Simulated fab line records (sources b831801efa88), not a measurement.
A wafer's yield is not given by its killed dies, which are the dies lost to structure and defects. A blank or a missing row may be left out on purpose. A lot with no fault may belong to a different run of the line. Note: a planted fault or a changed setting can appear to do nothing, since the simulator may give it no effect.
fab line records -- flow sky130
record: lots: 13, wafers: 39, lastDay: 50
route steps=708 shown NWELL@79 PWDE@84 VT_ADJUST_HVTP@96 VT_ADJUST_NCORE@128 PAD_OPEN@708
lots with no fault: from the same line, run without faults
startH: start of the lot's first displayed wafer, in hours after the record's first day -- waitH: hours since the lot's step before -- " as in the row above -- L1.1+2: a single row standing in for several wafers -- - no value present, or no start provided -- * or withheld: withheld -- < > ~ a bound
route shown NAME@n: NAME is a module with steps in the file, n the number in the route of the first one -- usual: the fault-free wafers' mean and standard deviation -- same: alike in all rows -- chamber/n: place in a boat -- sites: each site's reading -- _std_site: their standard deviation -- _edge_site: mean of outer sites minus mean of inner sites -- radiusMm: for every site, how far away it sits from the centre of the wafer -- mask NAME#n: copy n -- behind: tool/chamber where the wafer was last shaped -- hold: why the lot was held/for how many hours/how that ended -- device: whichever transistor did not switch (one of n, p or np) -- end of line: tests of these same wafers at the route's end -- where a step has no rows: the recipe by itself -- killed: count of dies lost to structure and defects at first sort (not the wafer's yield) -- map: per-die view of a wafer (x killed, . not killed, _ where there is no die)
set.NAME: the setting the step ran with; set.NAME@STEP: the setting that earlier step ran with -- model.NAME: the simulator's own value behind a step, which no gauge read
steps of the route over a sample of lots; a table a step, a row a wafer
services: when a tool's chamber went out of use (startH, in hours from the record's first day, below 0 if earlier), for how many hours, and the reason
== steps ==
step: SKY_NWELL_TW_MEAS_26
usual: NWELL_2_TW: 495/3.7
lot.wafer,tool,chamber,startH,waitH,NWELL_2_TW
L333.1,filmMetro-03,-,106.52,0.1,490
L333.4,filmMetro-03,-,106.52,0.1,486
L333.6,filmMetro-03,-,106.52,0.1,488
L334.2,filmMetro-03,-,112.21,0.1,488
L334.3,filmMetro-03,-,112.21,0.1,485
L334.6,filmMetro-03,-,112.21,0.1,486
L335.3,filmMetro-01,-,119.37,0.1,495
L335.5,filmMetro-01,-,119.37,0.1,496
L335.6,filmMetro-01,-,119.37,0.1,496
L336.3,filmMetro-01,-,127.39,0.1,496
L336.4,filmMetro-01,-,127.39,0.1,500
L336.5,filmMetro-01,-,127.39,0.1,498
L337.1,filmMetro-01,-,130.57,0.1,497
L337.4,filmMetro-01,-,130.57,0.1,496
L337.6,filmMetro-01,-,130.57,0.1,497
L338.1,filmMetro-04,-,136.72,0.1,499
L338.4,filmMetro-04,-,136.72,0.1,498
L338.6,filmMetro-04,-,136.72,0.1,500
L339.2,filmMetro-04,-,141.13,0.1,496
L339.4,filmMetro-04,-,141.13,0.1,493
L339.6,filmMetro-04,-,141.13,0.1,495
L340.2,filmMetro-01,-,148.38,0.1,500
L340.3,filmMetro-01,-,148.38,0.1,495
L340.5,filmMetro-01,-,148.38,0.1,499
L344.1,filmMetro-04,-,170.37,0.1,493
L344.5,filmMetro-04,-,170.37,0.1,492
L344.6,filmMetro-04,-,170.37,0.1,493
L345.2,filmMetro-03,-,176.18,0.1,491
L345.5,filmMetro-03,-,176.18,0.1,491
L345.6,filmMetro-03,-,176.18,0.1,491
L346.2,filmMetro-01,-,182.33,0.1,498
L346.3,filmMetro-01,-,182.33,0.1,497
L346.4,filmMetro-01,-,182.33,0.1,497
L348.3,filmMetro-01,-,195.37,0.1,498
L348.4,filmMetro-01,-,195.37,0.1,498
L348.5,filmMetro-01,-,195.37,0.1,496
L356.1,filmMetro-03,-,240.77,0.1,497
L356.3,filmMetro-03,-,240.77,0.1,493
L356.4,filmMetro-03,-,240.77,0.1,495
step: SKY_NWELL_RS_MEAS_31
recipe: thkMeasGauge: four-point-probe
usual: PWDE_RS: 5276/20
lot.wafer,tool,chamber,startH,waitH,PWDE_RS[ohm/sq]
L333.1,filmMetro-03,-,106.97,0.1,5307
L333.4,filmMetro-03,-,106.97,0.1,5308
L333.6,filmMetro-03,-,106.97,0.1,5316
L334.2,filmMetro-04,-,112.67,0.1,5276
L334.3,filmMetro-04,-,112.67,0.1,5272
L334.6,filmMetro-04,-,112.67,0.1,5263
L335.3,filmMetro-01,-,119.84,0.1,5269
L335.5,filmMetro-01,-,119.84,0.1,5278
L335.6,filmMetro-01,-,119.84,0.1,5281
L336.3,filmMetro-04,-,127.87,0.1,5273
L336.4,filmMetro-04,-,127.87,0.1,5310
L336.5,filmMetro-04,-,127.87,0.1,5305
L337.1,filmMetro-01,-,131.02,0.1,5263
L337.4,filmMetro-01,-,131.02,0.1,5265
L337.6,filmMetro-01,-,131.02,0.1,5271
L338.1,filmMetro-01,-,137.17,0.1,5256
L338.4,filmMetro-01,-,137.17,0.1,5266
L338.6,filmMetro-01,-,137.17,0.1,5250
L339.2,filmMetro-04,-,141.59,0.1,5288
L339.4,filmMetro-04,-,141.59,0.1,5299
L339.6,filmMetro-04,-,141.59,0.1,5257
L340.2,filmMetro-03,-,148.84,0.1,5292
L340.3,filmMetro-03,-,148.84,0.1,5296
L340.5,filmMetro-03,-,148.84,0.1,5279
L344.1,filmMetro-01,-,170.82,0.1,5268
L344.5,filmMetro-01,-,170.82,0.1,5262
L344.6,filmMetro-01,-,170.82,0.1,5267
L345.2,filmMetro-03,-,176.64,0.1,5294
L345.5,filmMetro-03,-,176.64,0.1,5293
L345.6,filmMetro-03,-,176.64,0.1,5286
L346.2,filmMetro-03,-,182.89,0.1,5267
L346.3,filmMetro-03,-,182.89,0.1,5276
L346.4,filmMetro-03,-,182.89,0.1,5259
L348.3,filmMetro-03,-,195.84,0.1,5331
L348.4,filmMetro-03,-,195.84,0.1,5331
L348.5,filmMetro-03,-,195.84,0.1,5318
L356.1,filmMetro-04,-,241.22,0.1,5270
L356.3,filmMetro-04,-,241.22,0.1,5290
L356.4,filmMetro-04,-,241.22,0.1,5277
step: SKY_VT_ADJUST_HVTP_TW_MEAS_11
usual: VT_ADJUST_HVTP_TW: 1349/7.9
lot.wafer,tool,chamber,startH,waitH,VT_ADJUST_HVTP_TW
L333.1,filmMetro-04,-,125.69,0.1,1353
L333.4,filmMetro-04,-,125.69,0.1,1364
L333.6,filmMetro-04,-,125.69,0.1,1350
L334.2,filmMetro-02,-,130.94,0.1,1349
L334.3,filmMetro-02,-,130.94,0.1,1347
L334.6,filmMetro-02,-,130.94,0.1,1352
L335.3,filmMetro-04,-,139.35,0.1,1344
L335.5,filmMetro-04,-,139.35,0.1,1350
L335.6,filmMetro-04,-,139.35,0.1,1349
L336.3,filmMetro-04,-,146.90,0.1,1359
L336.4,filmMetro-04,-,146.90,0.1,1355
L336.5,filmMetro-04,-,146.90,0.1,1356
L337.1,filmMetro-03,-,150.44,0.1,1336
L337.4,filmMetro-03,-,150.44,0.1,1334
L337.6,filmMetro-03,-,150.44,0.1,1343
L338.1,filmMetro-04,-,156.49,0.1,1364
L338.4,filmMetro-04,-,156.49,0.1,1364
L338.6,filmMetro-04,-,156.49,0.1,1360
L339.2,filmMetro-04,-,161.50,0.1,1351
L339.4,filmMetro-04,-,161.50,0.1,1356
L339.6,filmMetro-04,-,161.50,0.1,1362
L340.2,filmMetro-02,-,168.95,0.1,1351
L340.3,filmMetro-02,-,168.95,0.1,1349
L340.5,filmMetro-02,-,168.95,0.1,1340
L344.1,filmMetro-04,-,192.18,0.1,1356
L344.5,filmMetro-04,-,192.18,0.1,1359
L344.6,filmMetro-04,-,192.18,0.1,1358
L345.2,filmMetro-04,-,198.35,0.1,1352
L345.5,filmMetro-04,-,198.35,0.1,1358
L345.6,filmMetro-04,-,198.35,0.1,1364
L346.2,filmMetro-03,-,204.50,0.1,1336
L346.3,filmMetro-03,-,204.50,0.1,1345
L346.4,filmMetro-03,-,204.50,0.1,1335
L348.3,filmMetro-02,-,218.21,0.1,1342
L348.4,filmMetro-02,-,218.21,0.1,1351
L348.5,filmMetro-02,-,218.21,0.1,1346
L356.1,filmMetro-03,-,265.13,0.1,1346
L356.3,filmMetro-03,-,265.13,0.1,1342
L356.4,filmMetro-03,-,265.13,0.1,1334
step: SKY_VT_ADJUST_NCORE_IMPLANT_09
recipe: species: B, energyKev: 10, doseCm2: 2.4e+12, tiltDeg: withheld
usual: beamEnergyKeV: 10.000/0.0036
same: implantIonAmu: 11
lot.wafer,tool,chamber,startH,waitH,beamEnergyKeV
L333.1,implanter-02,0,186.12,0.0,10.004
L333.4,implanter-02,0,186.12,0.0,10.006
L333.6,implanter-02,0,186.12,0.0,10.005
L334.2,implanter-02,0,191.06,0.0,9.992
L334.3,implanter-02,0,191.06,0.0,9.999
L334.6,implanter-02,0,191.06,0.0,9.994
L335.3,implanter-01,0,199.09,0.1,10.000
L335.5,implanter-01,0,199.09,0.1,9.999
L335.6,implanter-01,0,199.09,0.1,10.000
L336.3,implanter-03,0,210.38,0.1,10.006
L336.4,implanter-03,0,210.38,0.1,10.002
L336.5,implanter-03,0,210.38,0.1,10.003
L337.1,implanter-03,0,219.22,0.0,9.997
L337.4,implanter-03,0,219.22,0.0,9.998
L337.6,implanter-03,0,219.22,0.0,9.998
L338.1,implanter-01,0,220.24,0.0,9.998
L338.4,implanter-01,0,220.24,0.0,9.999
L338.6,implanter-01,0,220.24,0.0,10.001
L339.2,implanter-03,0,225.21,0.0,10.003
L339.4,implanter-03,0,225.21,0.0,10.003
L339.6,implanter-03,0,225.21,0.0,9.999
L340.2,implanter-02,0,233.94,0.0,10.001
L340.3,implanter-02,0,233.94,0.0,9.997
L340.5,implanter-02,0,233.94,0.0,10.000
L344.1,implanter-03,0,259.17,0.0,7.980
L344.5,implanter-03,0,259.17,0.0,7.978
L344.6,implanter-03,0,259.17,0.0,7.980
L345.2,implanter-02,0,266.50,0.0,9.993
L345.5,implanter-02,0,266.50,0.0,10.001
L345.6,implanter-02,0,266.50,0.0,10.003
L346.2,implanter-02,0,273.49,0.0,9.996
L346.3,implanter-02,0,273.49,0.0,9.995
L346.4,implanter-02,0,273.49,0.0,9.994
L348.3,implanter-03,0,288.52,0.1,7.976
L348.4,implanter-03,0,288.52,0.1,7.974
L348.5,implanter-03,0,288.52,0.1,7.975
L356.1,implanter-01,0,338.03,0.0,10.001
L356.3,implanter-01,0,338.03,0.0,10.007
L356.4,implanter-01,0,338.03,0.0,10.002
step: SKY_VT_ADJUST_NCORE_TW_MEAS_11
usual: VT_ADJUST_NCORE_TW: 217.6/1.6
lot.wafer,tool,chamber,startH,waitH,hold,VT_ADJUST_NCORE_TW
L333.1,filmMetro-03,-,186.37,0.1,-,216.5
L333.4,filmMetro-03,-,186.37,0.1,-,216.6
L333.6,filmMetro-03,-,186.37,0.1,-,216.7
L334.2,filmMetro-03,-,191.30,0.1,-,216.0
L334.3,filmMetro-03,-,191.30,0.1,-,216.0
L334.6,filmMetro-03,-,191.30,0.1,-,216.9
L335.3,filmMetro-03,-,199.31,0.1,-,214.6
L335.5,filmMetro-03,-,199.31,0.1,-,215.8
L335.6,filmMetro-03,-,199.31,0.1,-,215.4
L336.3,filmMetro-01,-,210.60,0.1,-,219.5
L336.4,filmMetro-01,-,210.60,0.1,-,220.0
L336.5,filmMetro-01,-,210.60,0.1,-,219.2
L337.1,filmMetro-01,-,219.47,0.1,-,219.8
L337.4,filmMetro-01,-,219.47,0.1,-,218.1
L337.6,filmMetro-01,-,219.47,0.1,-,220.6
L338.1,filmMetro-02,-,220.49,0.1,-,217.5
L338.4,filmMetro-02,-,220.49,0.1,-,217.6
L338.6,filmMetro-02,-,220.49,0.1,-,218.1
L339.2,filmMetro-02,-,225.45,0.1,-,218.2
L339.4,filmMetro-02,-,225.45,0.1,-,217.7
L339.6,filmMetro-02,-,225.45,0.1,-,216.3
L340.2,filmMetro-02,-,234.18,0.1,-,217.3
L340.3,filmMetro-02,-,234.18,0.1,-,216.3
L340.5,filmMetro-02,-,234.18,0.1,-,217.2
L344.1,filmMetro-03,-,259.42,0.1,awaitDispo/0.2h/release,205.2
L344.5,filmMetro-03,-,259.42,0.1,awaitDispo/0.2h/release,206.5
L344.6,filmMetro-03,-,259.42,0.1,awaitDispo/0.2h/release,206.6
L344.1,filmMetro-03,-,259.64,0.2,-,206.5
L344.5,filmMetro-03,-,259.64,0.2,-,206.4
L344.6,filmMetro-03,-,259.64,0.2,-,206.3
L345.2,filmMetro-02,-,266.74,0.1,-,217.4
L345.5,filmMetro-02,-,266.74,0.1,-,216.5
L345.6,filmMetro-02,-,266.74,0.1,-,215.9
L346.2,filmMetro-03,-,273.73,0.1,-,216.4
L346.3,filmMetro-03,-,273.73,0.1,-,214.5
L346.4,filmMetro-03,-,273.73,0.1,-,216.2
L348.3,filmMetro-03,-,288.74,0.1,awaitDispo/0.2h/release,205.9
L348.4,filmMetro-03,-,288.74,0.1,awaitDispo/0.2h/release,204.7
L348.5,filmMetro-03,-,288.74,0.1,awaitDispo/0.2h/release,206.2
L348.3,filmMetro-03,-,288.96,0.2,-,204.6
L348.4,filmMetro-03,-,288.96,0.2,-,205.7
L348.5,filmMetro-03,-,288.96,0.2,-,205.3
L356.1,filmMetro-03,-,338.28,0.1,-,216.9
L356.3,filmMetro-03,-,338.28,0.1,-,216.5
L356.4,filmMetro-03,-,338.28,0.1,-,216.1
step: SKY_PAD_OPEN_PROBE_99
usual: killed_at_M0_to_M3: 43/6.1, killed_at_M4_up: 3.5/2, killedAtContacts: 25/5.1, killedAtFrontEnd: 14/4.2, killedAtOther: 0.3/0.55, killedDies: 86/8.3, killedOpen: 46/7.2, killedShort: 39/6
same: grossDies: 492, killedAtBackSide: 0
lot.wafer,tool,chamber,startH,waitH,killed_at_M0_to_M3,killed_at_M4_up,killedAtContacts,killedAtFrontEnd,killedAtOther,killedDies,killedOpen,killedShort
L333.1,prober-01,-,1085.99,0.1,40,2,31,8,0,81,44,37
L333.4,prober-01,-,1086.14,0.2,50,1,16,6,0,73,49,24
L333.6,prober-01,-,1086.24,0.2,39,5,26,15,0,85,45,40
L334.2,prober-02,-,1087.45,0.1,41,6,22,15,0,84,42,42
L334.3,prober-02,-,1087.50,0.2,46,5,28,15,2,96,43,51
L334.6,prober-02,-,1087.65,0.2,37,7,26,17,0,87,47,37
L335.3,prober-02,-,1099.02,0.2,50,2,28,7,0,87,34,53
L335.5,prober-02,-,1099.12,0.2,52,2,21,13,0,88,53,35
L335.6,prober-02,-,1099.17,0.2,44,4,26,20,2,96,59,37
L336.3,prober-01,-,1106.74,0.2,49,3,30,17,0,99,56,43
L336.4,prober-01,-,1106.79,0.2,45,4,21,18,0,88,44,44
L336.5,prober-01,-,1106.84,0.2,49,5,25,11,0,90,48,42
L337.1,prober-02,-,1112.93,0.1,56,10,33,17,1,117,63,54
L337.4,prober-02,-,1113.08,0.2,36,4,15,12,0,67,32,35
L337.6,prober-02,-,1113.18,0.2,44,3,25,14,0,86,40,46
L338.1,prober-01,-,1115.33,0.1,38,9,19,20,1,87,46,41
L338.4,prober-01,-,1115.48,0.2,47,1,19,17,0,84,45,39
L338.6,prober-01,-,1115.58,0.2,38,1,29,13,0,81,44,36
L339.2,prober-02,-,1122.08,0.1,43,3,26,9,0,81,46,34
L339.4,prober-02,-,1122.18,0.2,45,2,30,9,0,86,50,36
L339.6,prober-02,-,1122.28,0.2,30,9,31,12,1,83,40,43
L340.2,prober-01,-,1123.99,0.1,51,5,22,16,1,95,46,49
L340.3,prober-01,-,1124.04,0.2,41,2,19,16,0,78,39,39
L340.5,prober-01,-,1124.14,0.2,37,3,29,16,0,85,40,45
L344.1,prober-01,-,1145.85,0.1,36,4,26,19,1,86,37,48
L344.5,prober-01,-,1146.05,0.2,44,3,37,21,0,105,57,47
L344.6,prober-01,-,1146.10,0.2,38,4,21,18,0,81,41,39
L345.2,prober-02,-,1146.03,0.1,40,8,26,10,0,84,45,39
L345.5,prober-02,-,1146.18,0.2,38,2,32,14,1,87,45,41
L345.6,prober-02,-,1146.23,0.2,40,2,29,7,0,78,41,36
L346.2,prober-01,-,1147.40,0.1,39,2,32,12,1,86,48,38
L346.3,prober-01,-,1147.45,0.2,45,3,25,17,0,90,43,47
L346.4,prober-01,-,1147.50,0.2,35,5,29,19,0,88,50,38
L348.3,prober-01,-,1157.08,0.2,44,6,33,13,0,96,52,44
L348.4,prober-01,-,1157.13,0.2,49,4,26,12,0,91,49,42
L348.5,prober-01,-,1157.18,0.2,51,6,25,12,0,94,53,41
L356.1,prober-02,-,1195.05,0.1,40,4,19,16,0,79,39,40
L356.3,prober-02,-,1195.15,0.2,50,4,15,11,0,80,48,32
L356.4,prober-02,-,1195.20,0.2,44,4,25,10,0,83,52,31
killed by level:class
L333.1 CONTACT:geometricParticle:open=11 VIA1:geometricParticle:open=7 LI_CONTACT:geometricParticle:short=6 METAL2:geometricParticle:short=6 VIA2:geometricParticle:open=6 LI_CONTACT:geometricParticle:open=5 VIA3:geometricParticle:open=5 VIA2:geometricParticle:short=5
L333.4 VIA3:geometricParticle:open=19 CONTACT:geometricParticle:open=7 VIA1:geometricParticle:open=7 VIA2:geometricParticle:open=6 METAL2:geometricParticle:short=5 VIA1:geometricParticle:short=4 POLY_GATE:geometricParticle:short=3 LI_CONTACT:geometricParticle:open=3
L333.6 CONTACT:geometricParticle:open=9 CONTACT:geometricParticle:short=7 VIA1:geometricParticle:open=6 VIA2:geometricParticle:open=6 LI_CONTACT:geometricParticle:open=5 VIA3:geometricParticle:open=5 VIA2:geometricParticle:short=5 FIELD_ISO:geometricParticle:short=4
L334.2 METAL2:geometricParticle:short=10 CONTACT:geometricParticle:open=8 VIA2:geometricParticle:open=7 METAL1:geometricParticle:short=6 VIA1:geometricParticle:open=6 LI_CONTACT:geometricParticle:open=5 METAL4:geometricParticle:short=4 VIA3:geometricParticle:open=4
L334.3 CONTACT:geometricParticle:short=10 VIA1:geometricParticle:open=9 LI_CONTACT:geometricParticle:open=7 VIA1:geometricParticle:short=7 VIA2:geometricParticle:open=6 VIA3:geometricParticle:open=6 CONTACT:geometricParticle:open=5 METAL2:geometricParticle:short=5
L334.6 CONTACT:geometricParticle:open=11 METAL1:geometricParticle:short=9 POLY_GATE:geometricParticle:open=6 LI_CONTACT:geometricParticle:open=6 VIA1:geometricParticle:open=6 VIA2:geometricParticle:open=5 VIA3:geometricParticle:open=5 FIELD_ISO:geometricParticle:short=4
L335.3 METAL2:geometricParticle:short=9 CONTACT:geometricParticle:open=8 METAL1:geometricParticle:short=7 VIA3:geometricParticle:short=7 VIA1:geometricParticle:open=6 CONTACT:geometricParticle:short=6 LI_CONTACT:geometricParticle:short=5 LI_CONTACT:geometricParticle:open=5
L335.5 VIA1:geometricParticle:open=16 VIA3:geometricParticle:open=8 CONTACT:geometricParticle:open=7 LI_CONTACT:geometricParticle:open=6 METAL1:geometricParticle:short=6 VIA2:geometricParticle:open=6 VIA1:geometricParticle:short=5 POLY_GATE:geometricParticle:short=4
L335.6 VIA1:geometricParticle:open=10 VIA3:geometricParticle:open=9 LI_CONTACT:geometricParticle:open=8 CONTACT:geometricParticle:open=7 POLY_GATE:geometricParticle:open=6 VIA3:geometricParticle:short=6 FIELD_ISO:geometricParticle:open=5 VIA2:geometricParticle:open=5
L336.3 VIA1:geometricParticle:open=11 VIA2:geometricParticle:open=9 VIA3:geometricParticle:open=8 CONTACT:geometricParticle:short=8 CONTACT:geometricParticle:open=7 LI_CONTACT:geometricParticle:open=6 VIA1:geometricParticle:short=6 METAL2:geometricParticle:short=6
L336.4 CONTACT:geometricParticle:open=11 VIA1:geometricParticle:open=8 VIA1:geometricParticle:short=7 POLY_GATE:geometricParticle:short=6 VIA2:geometricParticle:short=6 METAL1:geometricParticle:short=5 VIA3:geometricParticle:open=5 FIELD_ISO:geometricParticle:short=4
L336.5 VIA1:geometricParticle:open=14 CONTACT:geometricParticle:open=11 METAL3:geometricParticle:short=6 VIA2:geometricParticle:open=6 VIA3:geometricParticle:open=6 METAL1:geometricParticle:short=5 LI_CONTACT:geometricParticle:short=5 METAL4:geometricParticle:short=5
L337.1 LI_CONTACT:geometricParticle:open=11 VIA2:geometricParticle:open=10 VIA1:geometricParticle:open=10 CONTACT:geometricParticle:open=9 METAL4:geometricParticle:short=8 VIA1:geometricParticle:short=7 METAL2:geometricParticle:short=7 VIA3:geometricParticle:open=6
L337.4 VIA1:geometricParticle:open=11 VIA1:geometricParticle:short=6 METAL2:geometricParticle:short=6 LI_CONTACT:geometricParticle:open=5 FIELD_ISO:geometricParticle:open=4 LI_CONTACT:geometricParticle:short=4 FIELD_ISO:geometricParticle:short=3 CONTACT:geometricParticle:short=3
L337.6 METAL2:geometricParticle:short=11 CONTACT:geometricParticle:open=10 VIA1:geometricParticle:open=9 CONTACT:geometricParticle:short=7 METAL1:geometricParticle:short=6 LI_CONTACT:geometricParticle:open=6 POLY_GATE:geometricParticle:short=5 VIA2:geometricParticle:open=5
L338.1 VIA1:geometricParticle:open=9 FIELD_ISO:geometricParticle:open=7 METAL1:geometricParticle:short=7 METAL4:geometricParticle:short=7 VIA2:geometricParticle:open=6 LOCAL_INTERCONNECT:geometricParticle:short=5 CONTACT:geometricParticle:open=5 POLY_GATE:geometricParticle:short=4
L338.4 METAL1:geometricParticle:short=12 CONTACT:geometricParticle:open=7 VIA1:geometricParticle:open=7 VIA2:geometricParticle:open=7 VIA3:geometricParticle:open=5 LI_CONTACT:geometricParticle:open=5 FIELD_ISO:geometricParticle:open=4 POLY_GATE:geometricParticle:short=4
L338.6 CONTACT:geometricParticle:open=12 VIA2:geometricParticle:open=7 VIA3:geometricParticle:open=7 POLY_GATE:geometricParticle:open=5 LI_CONTACT:geometricParticle:open=5 METAL1:geometricParticle:short=5 LI_CONTACT:geometricParticle:short=4 VIA1:geometricParticle:open=4
L339.2 CONTACT:geometricParticle:open=9 VIA1:geometricParticle:open=8 METAL2:geometricParticle:short=6 VIA2:geometricParticle:open=6 LI_CONTACT:geometricParticle:open=5 VIA3:geometricParticle:open=5 VIA2:geometricParticle:short=4 LI_CONTACT:geometricParticle:short=4
L339.4 LI_CONTACT:geometricParticle:open=12 VIA1:geometricParticle:open=11 CONTACT:geometricParticle:open=10 VIA3:geometricParticle:open=8 METAL1:geometricParticle:short=7 LI_CONTACT:geometricParticle:short=5 VIA1:geometricParticle:short=5 VIA2:geometricParticle:open=4
L339.6 CONTACT:geometricParticle:open=12 METAL1:geometricParticle:short=9 METAL4:geometricParticle:short=9 LI_CONTACT:geometricParticle:open=8 FIELD_ISO:geometricParticle:short=5 CONTACT:geometricParticle:short=5 VIA1:geometricParticle:open=5 FIELD_ISO:geometricParticle:open=4
L340.2 VIA1:geometricParticle:open=10 VIA1:geometricParticle:short=9 METAL2:geometricParticle:short=9 VIA2:geometricParticle:open=9 CONTACT:geometricParticle:open=8 CONTACT:geometricParticle:short=7 FIELD_ISO:geometricParticle:open=6 METAL1:geometricParticle:short=5
L340.3 METAL2:geometricParticle:short=8 FIELD_ISO:geometricParticle:open=6 CONTACT:geometricParticle:open=6 VIA1:geometricParticle:short=6 VIA1:geometricParticle:open=6 LI_CONTACT:geometricParticle:open=5 VIA2:geometricParticle:open=5 LOCAL_INTERCONNECT:geometricParticle:short=4
L340.5 LI_CONTACT:geometricParticle:open=10 FIELD_ISO:geometricParticle:short=9 VIA3:geometricParticle:open=9 VIA1:geometricParticle:open=8 CONTACT:geometricParticle:open=7 METAL1:geometricParticle:short=6 CONTACT:geometricParticle:short=5 METAL2:geometricParticle:short=4
L344.1 CONTACT:geometricParticle:short=7 POLY_GATE:geometricParticle:open=6 METAL1:geometricParticle:short=6 VIA1:geometricParticle:open=6 CONTACT:geometricParticle:open=6 VIA2:geometricParticle:open=5 LOCAL_INTERCONNECT:geometricParticle:short=5 POLY_GATE:geometricParticle:short=4
L345.2 VIA1:geometricParticle:open=12 CONTACT:geometricParticle:open=9 VIA3:geometricParticle:open=7 LI_CONTACT:geometricParticle:open=6 CONTACT:geometricParticle:short=6 METAL1:geometricParticle:short=5 VIA2:geometricParticle:short=5 METAL4:geometricParticle:short=5
L344.5 CONTACT:geometricParticle:open=12 VIA2:geometricParticle:open=10 CONTACT:geometricParticle:short=9 FIELD_ISO:geometricParticle:open=7 VIA1:geometricParticle:open=7 LI_CONTACT:geometricParticle:open=7 VIA1:geometricParticle:short=6 LOCAL_INTERCONNECT:geometricParticle:short=5
L344.6 VIA1:geometricParticle:open=7 METAL1:geometricParticle:short=7 LI_CONTACT:geometricParticle:open=6 CONTACT:geometricParticle:open=6 VIA3:geometricParticle:short=5 FIELD_ISO:geometricParticle:open=4 POLY_GATE:geometricParticle:short=4 VIA1:geometricParticle:short=4
L345.5 CONTACT:geometricParticle:open=15 METAL2:geometricParticle:short=12 VIA3:geometricParticle:open=7 LI_CONTACT:geometricParticle:open=6 CONTACT:geometricParticle:short=5 VIA1:geometricParticle:open=5 FIELD_ISO:geometricParticle:open=4 VIA1:geometricParticle:short=4
L345.6 VIA3:geometricParticle:open=12 CONTACT:geometricParticle:open=8 CONTACT:geometricParticle:short=7 METAL2:geometricParticle:short=7 LI_CONTACT:geometricParticle:open=6 LOCAL_INTERCONNECT:geometricParticle:short=4 VIA2:geometricParticle:open=4 LI_CONTACT:geometricParticle:short=3
L346.2 VIA1:geometricParticle:open=13 VIA1:geometricParticle:short=9 LI_CONTACT:geometricParticle:open=9 CONTACT:geometricParticle:open=9 CONTACT:geometricParticle:short=6 LOCAL_INTERCONNECT:geometricParticle:short=5 VIA3:geometricParticle:open=4 POLY_GATE:geometricParticle:open=4
L346.3 CONTACT:geometricParticle:open=11 METAL1:geometricParticle:short=9 VIA3:geometricParticle:open=8 CONTACT:geometricParticle:short=6 VIA1:geometricParticle:open=6 METAL2:geometricParticle:short=5 FIELD_ISO:geometricParticle:open=4 FIELD_ISO:geometricParticle:short=4
L346.4 VIA1:geometricParticle:open=12 CONTACT:geometricParticle:open=11 FIELD_ISO:geometricParticle:short=8 LI_CONTACT:geometricParticle:open=8 VIA3:geometricParticle:open=6 POLY_GATE:geometricParticle:short=5 LOCAL_INTERCONNECT:geometricParticle:short=5 VIA2:geometricParticle:short=4
L348.3 CONTACT:geometricParticle:open=13 VIA1:geometricParticle:open=12 LI_CONTACT:geometricParticle:open=8 CONTACT:geometricParticle:short=6 METAL2:geometricParticle:short=6 VIA1:geometricParticle:short=5 METAL4:geometricParticle:short=5 VIA2:geometricParticle:open=5
L348.4 VIA1:geometricParticle:open=13 CONTACT:geometricParticle:open=10 VIA3:geometricParticle:open=8 CONTACT:geometricParticle:short=7 VIA2:geometricParticle:short=5 VIA1:geometricParticle:short=5 METAL3:geometricParticle:short=5 METAL1:geometricParticle:short=4
L348.5 VIA1:geometricParticle:open=16 LI_CONTACT:geometricParticle:open=8 VIA3:geometricParticle:open=8 CONTACT:geometricParticle:open=7 METAL1:geometricParticle:short=6 LI_CONTACT:geometricParticle:short=4 LOCAL_INTERCONNECT:geometricParticle:short=4 VIA1:geometricParticle:short=4
L356.1 METAL1:geometricParticle:short=8 LI_CONTACT:geometricParticle:open=7 FIELD_ISO:geometricParticle:open=5 LOCAL_INTERCONNECT:geometricParticle:short=5 CONTACT:geometricParticle:open=5 VIA1:geometricParticle:short=5 VIA1:geometricParticle:open=5 VIA2:geometricParticle:open=5
L356.3 VIA1:geometricParticle:open=14 METAL1:geometricParticle:short=8 VIA2:geometricParticle:open=8 LI_CONTACT:geometricParticle:open=6 CONTACT:geometricParticle:open=5 VIA3:geometricParticle:open=4 METAL4:geometricParticle:short=4 FIELD_ISO:geometricParticle:short=3
L356.4 VIA1:geometricParticle:open=12 CONTACT:geometricParticle:open=9 LI_CONTACT:geometricParticle:open=7 METAL1:geometricParticle:short=7 FIELD_ISO:geometricParticle:open=5 VIA3:geometricParticle:open=5 METAL2:geometricParticle:short=4 VIA2:geometricParticle:open=4
== services ==
tool,chamber,startH,hours,kind
implanter-03,-,171.01,7.0,repair
implanter-02,-,206.83,10.1,pm
implanter-02,-,276.88,1.3,repair
implanter-01,-,290.57,6.9,repair
implanter-02,-,305.41,2.2,repair
implanter-01,-,332.22,1.5,repair
== key ==
firstSign: step: SKY_VT_ADJUST_NCORE_IMPLANT_09, reading: beamEnergyKeV, direction: down, sigmas: 99+, usual: *, struck: *
effect: step: SKY_VT_ADJUST_NCORE_TW_MEAS_11, reading: visit, direction: added
effect: step: SKY_VT_ADJUST_NCORE_TW_MEAS_11, reading: VT_ADJUST_NCORE_TW, direction: down, sigmas: 7.3, usual: 217.6, struck: 205.9
metAt SKY_VT_ADJUST_NCORE_IMPLANT_09
struckLots L344,L348
testerLeftOut L344,L348
notActingAt SKY_NWELL_TW_MEAS_26,SKY_NWELL_RS_MEAS_31,SKY_VT_ADJUST_HVTP_TW_MEAS_11
onsetBetween 225.21 259.17
fault: kind: processParameterDrift, tool: implanter-03, chamber: -, onsetH: 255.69, steps: SKY_VT_ADJUST_NCORE_IMPLANT_09, channel: energyKev, offset: *, shape: step, endH: 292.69, actsIn: *, stated: *
testerLeftOut: of these lots the tester's yield and bins aren't shown, on N5 and GAA mostly nor the transistor test; their killed dies are dies lost to structure and defects alone, not to doping, threshold or leakage, so they don't give the yield
